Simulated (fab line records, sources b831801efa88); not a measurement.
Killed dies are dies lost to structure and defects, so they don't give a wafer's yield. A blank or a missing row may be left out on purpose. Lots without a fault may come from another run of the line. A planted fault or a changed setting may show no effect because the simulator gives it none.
Which tool did it? | flow sky130 | 11 lots, 33 wafers sampled, at 5 steps of a route of 708

WHAT THE GAUGES READ, wafer by wafer
The record holds no reading of a measuring or inspecting step that can be judged against a usual standard deviation.

WHICH TOOL RAN EACH LOT (tool, then ch and the chambers of the sampled wafers, then the start)
lot  | SKY_METAL2_STRIP_20                  | SKY_VIA2_ETCH_14                   | SKY_CAPM_CVD_00                 | SKY_CAPM_STRIP_14                    | SKY_PAD_OPEN_PROBE_99
L392 | plasma_asher-03 ch 0,1, day 36 11:23 | rie_diel-02 ch 1,2,3, day 37 14:42 | pecvd-04 ch 0,1,2, day 37 16:34 | plasma_asher-01 ch 0,1, day 38 17:46 | prober-01, day 46 17:35
L394 | plasma_asher-01 ch 0,1, day 36 13:44 | rie_diel-04 ch 0,2,3, day 37 16:44 | pecvd-03 ch 0,1, day 37 18:16   | plasma_asher-01 ch 0,1, day 38 20:19 | prober-02, day 46 20:01
L393 | plasma_asher-01 ch 0,1, day 36 15:29 | rie_diel-02 ch 0,1,2, day 37 18:29 | pecvd-01 ch 0,1, day 37 20:01   | plasma_asher-02 ch 0,1, day 38 21:13 | prober-01, day 46 21:22
L395 | plasma_asher-01 ch 1, day 36 16:41   | rie_diel-04 ch 0,1,2, day 37 19:39 | pecvd-04 ch 1,2, day 37 21:10   | plasma_asher-01 ch 0,1, day 38 23:04 | prober-02, day 46 22:52
L396 | plasma_asher-01 ch 0,1, day 37 00:05 | rie_diel-03 ch 0,1,3, day 38 03:23 | pecvd-03 ch 1,2, day 38 04:58   | plasma_asher-01 ch 0,1, day 39 06:04 | prober-01, day 47 07:17
L401 | plasma_asher-03 ch 0,1, day 38 15:23 | rie_diel-03 ch 1,2,3, day 39 18:17 | pecvd-03 ch 0,1,2, day 39 19:48 | plasma_asher-01 ch 0,1, day 40 19:40 | prober-02, day 48 09:46
L403 | plasma_asher-01 ch 0, day 39 07:22   | rie_diel-02 ch 1,2,3, day 40 08:50 | pecvd-03 ch 1,2, day 40 10:25   | plasma_asher-04 ch 0,1, day 41 11:05 | prober-01, day 48 23:29
L404 | plasma_asher-03 ch 0,1, day 39 14:47 | rie_diel-04 ch 1,3, day 40 16:35   | pecvd-04 ch 0,2, day 40 18:08   | plasma_asher-01 ch 0,1, day 41 18:23 | prober-02, day 49 04:19
L405 | plasma_asher-04 ch 0,1, day 39 21:29 | rie_diel-04 ch 0,1,3, day 40 23:09 | pecvd-01 ch 0,1,2, day 41 00:41 | plasma_asher-01 ch 0,1, day 42 00:44 | prober-01, day 49 07:04
L406 | plasma_asher-04 ch 0,1, day 40 04:14 | rie_diel-02 ch 0,2, day 41 06:05   | pecvd-01 ch 0,1,2, day 41 07:36 | plasma_asher-01 ch 0,1, day 42 07:38 | prober-02, day 49 14:50
L408 | plasma_asher-04 ch 0,1, day 40 13:43 | rie_diel-03 ch 2,3, day 41 14:48   | pecvd-03 ch 0,1,2, day 41 16:22 | plasma_asher-01 ch 0,1, day 42 15:05 | prober-02, day 49 23:59
- SKY_METAL2_STRIP_20: strips in O2/N2.
- SKY_VIA2_ETCH_14: etches BARC in N2/H2, stops on SiO2, time 45.9 s, target depth 60 nm.
- SKY_CAPM_CVD_00: deposits SiO2, target thk 15.5 nm.
- SKY_CAPM_STRIP_14: strips in O2/N2.
- SKY_PAD_OPEN_PROBE_99

WHAT THE TOOLS THEMSELVES READ (means of the sampled wafers that have a number; where no wafer has one, the mark that the record gives instead)
SKY_METAL2_STRIP_20. Usual: drypump_motor_current_A 5.8 A, standard deviation 0.44; n2_flow_sccm 300.0 sccm, standard deviation 0.79; oes_product_au 0.344 a.u., standard deviation 0.0047; strip_time_to_endpoint_s 2.73 s, standard deviation 0.039.
lot  | tool            | drypump_motor_current_A (A) | n2_flow_sccm (sccm) | oes_product_au (a.u.) | strip_time_to_endpoint_s (s) | flag
L392 | plasma_asher-03 | 5.8                         | 300.7               | 0.343                 | 2.72                         |
L394 | plasma_asher-01 | 6.0                         | 300.7               | 0.344                 | 2.70                         |
L393 | plasma_asher-01 | 6.0                         | 299.5               | 0.345                 | 2.72                         |
L395 | plasma_asher-01 | 5.6                         | 299.4               | 0.347                 | 2.77                         |
L396 | plasma_asher-01 | 5.8                         | 300.9               | 0.345                 | 2.68                         |
L401 | plasma_asher-03 | 5.8                         | 300.9               | 0.343                 | 2.75                         |
L403 | plasma_asher-01 | 6.2                         | 300.2               | 0.347                 | 2.76                         |
L404 | plasma_asher-03 | 6.1                         | 299.6               | 0.344                 | 2.76                         |
L405 | plasma_asher-04 | 5.5                         | 299.9               | 0.339                 | 2.74                         |
L406 | plasma_asher-04 | 5.5                         | 300.4               | 0.347                 | 2.71                         |
L408 | plasma_asher-04 | 5.2                         | 300.4               | 0.341                 | 2.73                         |

SKY_VIA2_ETCH_14. Usual: drypump_motor_current_A 5.8 A, standard deviation 0.42; n2_flow_sccm 100.0 sccm, standard deviation 0.3; oes_product_au 0.855 a.u., standard deviation 0.0044; throttle_valve_pct 13.225 %, standard deviation 0.0087.
lot  | tool        | drypump_motor_current_A (A) | n2_flow_sccm (sccm) | oes_product_au (a.u.) | throttle_valve_pct (%) | flag
L392 | rie_diel-02 | 5.7                         | 100.0               | 0.860                 | 13.225                 |
L394 | rie_diel-04 | 5.8                         | 100.0               | 0.853                 | 13.226                 |
L393 | rie_diel-02 | 6.0                         | 100.0               | 0.856                 | 13.217                 |
L395 | rie_diel-04 | 6.2                         | 100.0               | 0.854                 | 13.213                 |
L396 | rie_diel-03 | 5.6                         | 99.7                | 0.853                 | 13.227                 |
L401 | rie_diel-03 | 5.4                         | 100.2               | 0.857                 | 13.219                 |
L403 | rie_diel-02 | 5.7                         | 100.1               | 0.856                 | 13.223                 |
L404 | rie_diel-04 | 5.7                         | 100.3               | 0.856                 | 13.221                 |
L405 | rie_diel-04 | 6.1                         | 100.1               | 0.857                 | 13.231                 |
L406 | rie_diel-02 | 6.0                         | 100.1               | 0.850                 | 13.233                 |
L408 | rie_diel-03 | 5.6                         | 100.2               | 0.855                 | 13.223                 |

SKY_CAPM_CVD_00. Usual: heater_power_w 709 W, standard deviation 83.
lot  | tool     | heater_power_w (W) | flag
L392 | pecvd-04 | 640                |
L394 | pecvd-03 | 782                |
L393 | pecvd-01 | 847                |
L395 | pecvd-04 | 684                |
L396 | pecvd-03 | 770                |
L401 | pecvd-03 | 708                |
L403 | pecvd-03 | 673                |
L404 | pecvd-04 | 613                |
L405 | pecvd-01 | 760                |
L406 | pecvd-01 | 820                |
L408 | pecvd-03 | 713                |

SKY_CAPM_STRIP_14. Usual: drypump_motor_current_A 5.8 A, standard deviation 0.39; n2_flow_sccm 300.1 sccm, standard deviation 0.88; oes_product_au 0.710 a.u., standard deviation 0.005; strip_time_to_endpoint_s 12.68 s, standard deviation 0.036.
lot  | tool            | drypump_motor_current_A (A) | n2_flow_sccm (sccm) | oes_product_au (a.u.) | strip_time_to_endpoint_s (s) | flag
L392 | plasma_asher-01 | 6.0                         | 300.8               | 0.709                 | 12.68                        |
L394 | plasma_asher-01 | 5.8                         | 299.8               | 0.709                 | 12.67                        |
L393 | plasma_asher-02 | 6.0                         | 299.5               | 0.707                 | 12.68                        |
L395 | plasma_asher-01 | 6.0                         | 300.0               | 0.706                 | 12.70                        |
L396 | plasma_asher-01 | 5.7                         | 300.1               | 0.710                 | 12.66                        |
L401 | plasma_asher-01 | 6.0                         | 300.8               | 0.710                 | 12.70                        |
L403 | plasma_asher-04 | 5.5                         | 300.2               | 0.706                 | 12.65                        |
L404 | plasma_asher-01 | 5.8                         | 299.7               | 0.707                 | 12.70                        |
L405 | plasma_asher-01 | 5.8                         | 319.9               | 0.717                 | 12.69                        | OFF
L406 | plasma_asher-01 | 6.0                         | 340.7               | 0.707                 | 12.63                        | OFF
L408 | plasma_asher-01 | 5.8                         | 320.3               | 0.707                 | 12.72                        | OFF

SKY_PAD_OPEN_PROBE_99. Usual: defect_limited_yield 81.9 %, standard deviation 1.9; killed_at_M0_to_M3 45, standard deviation 7.9; killed_at_M4_up 2.9, standard deviation 1.8; killed_at_contacts 25, standard deviation 5.5; killed_at_front_end 16, standard deviation 4.4; killed_at_other 0.3, standard deviation 0.58; killed_dies 89, standard deviation 9.4; killed_open 49, standard deviation 6.8; killed_short 40, standard deviation 6.3; sort_bin_3_pad_short 0.9 %, standard deviation 0.41; sort_bin_5_function 10.8 %, standard deviation 1.5; sort_bin_6_memory 6.4 %, standard deviation 1.2; sort_n_pass 403, standard deviation 9.4; sort_yield_pct 81.9 %, standard deviation 1.9.
lot  | tool      | defect_limited_yield (%) | killed_at_M0_to_M3 | killed_at_M4_up | killed_at_contacts | killed_at_front_end | killed_at_other | killed_dies | killed_open | killed_short | sort_bin_3_pad_short (%) | sort_bin_5_function (%) | sort_bin_6_memory (%) | sort_n_pass | sort_yield_pct (%) | flag
L392 | prober-01 | 82.1                     | 47                 | 2.7             | 25                 | 14                  | 0.0             | 88          | 43          | 44           | 1.3                      | 10.6                    | 6.0                   | 404         | 82.1               |
L394 | prober-02 | 81.3                     | 45                 | 2.7             | 27                 | 15                  | 1.3             | 92          | 53          | 39           | 1.1                      | 11.1                    | 6.5                   | 400         | 81.3               |
L393 | prober-01 | 81.4                     | 49                 | 3.3             | 21                 | 17                  | 0.7             | 91          | 54          | 38           | 1.1                      | 11.7                    | 5.8                   | 401         | 81.4               |
L395 | prober-02 | 84.7                     | 37                 | 2.3             | 17                 | 18                  | 0.3             | 75          | 38          | 37           | 1.0                      | 8.7                     | 5.5                   | 417         | 84.7               |
L396 | prober-01 | 82.7                     | 40                 | 3.0             | 28                 | 14                  | 0.0             | 85          | 49          | 36           | 0.9                      | 10.4                    | 6.0                   | 407         | 82.7               |
L401 | prober-02 | 82.2                     | 43                 | 2.3             | 26                 | 16                  | 0.0             | 87          | 53          | 35           | 0.7                      | 10.7                    | 6.3                   | 405         | 82.2               |
L403 | prober-01 | 81.0                     | 51                 | 2.7             | 23                 | 16                  | 0.0             | 93          | 55          | 38           | 1.2                      | 11.2                    | 6.6                   | 399         | 81.0               |
L404 | prober-02 | 83.5                     | 42                 | 3.3             | 24                 | 11                  | 0.0             | 81          | 46          | 35           | 0.5                      | 10.7                    | 5.2                   | 411         | 83.5               |
L405 | prober-01 | 81.7                     | 51                 | 1.3             | 23                 | 13                  | 1.0             | 90          | 49          | 40           | 0.7                      | 9.8                     | 7.8                   | 402         | 81.7               |
L406 | prober-02 | 81.8                     | 43                 | 4.3             | 21                 | 21                  | 0.0             | 90          | 48          | 41           | 1.1                      | 10.0                    | 7.1                   | 402         | 81.8               |
L408 | prober-02 | 82.3                     | 41                 | 1.3             | 26                 | 18                  | 0.7             | 87          | 49          | 38           | 0.7                      | 10.4                    | 6.6                   | 405         | 82.3               |

THE ANSWER, worked out from the rows above alone
Rule: a lot is off if the mean of its wafers that have a number lies more than 3 standard deviations from the usual mean. A lot without any number at a reading at which 4 lots or more have one is off too. The other lots that the step has rows for count as sound. The gauges are gone through in route order, then the tools' own readings, and for those a lot's mean is taken as printed above. The first step at which some lot is off is used, and at that step the reading that is off furthest; a lot without a number counts as furthest.
Off: L405, L406, L408, at SKY_CAPM_STRIP_14 (n2_flow_sccm).
A tool fits if, at that step or a process step before it, it ran every lot that is off, and no sound lot after the first of them. Can't be told from this: 2 tools fit, plasma_asher-04 at SKY_METAL2_STRIP_20, plasma_asher-01 at SKY_CAPM_STRIP_14.

WHAT THE SIMULATOR HAD PUT IN
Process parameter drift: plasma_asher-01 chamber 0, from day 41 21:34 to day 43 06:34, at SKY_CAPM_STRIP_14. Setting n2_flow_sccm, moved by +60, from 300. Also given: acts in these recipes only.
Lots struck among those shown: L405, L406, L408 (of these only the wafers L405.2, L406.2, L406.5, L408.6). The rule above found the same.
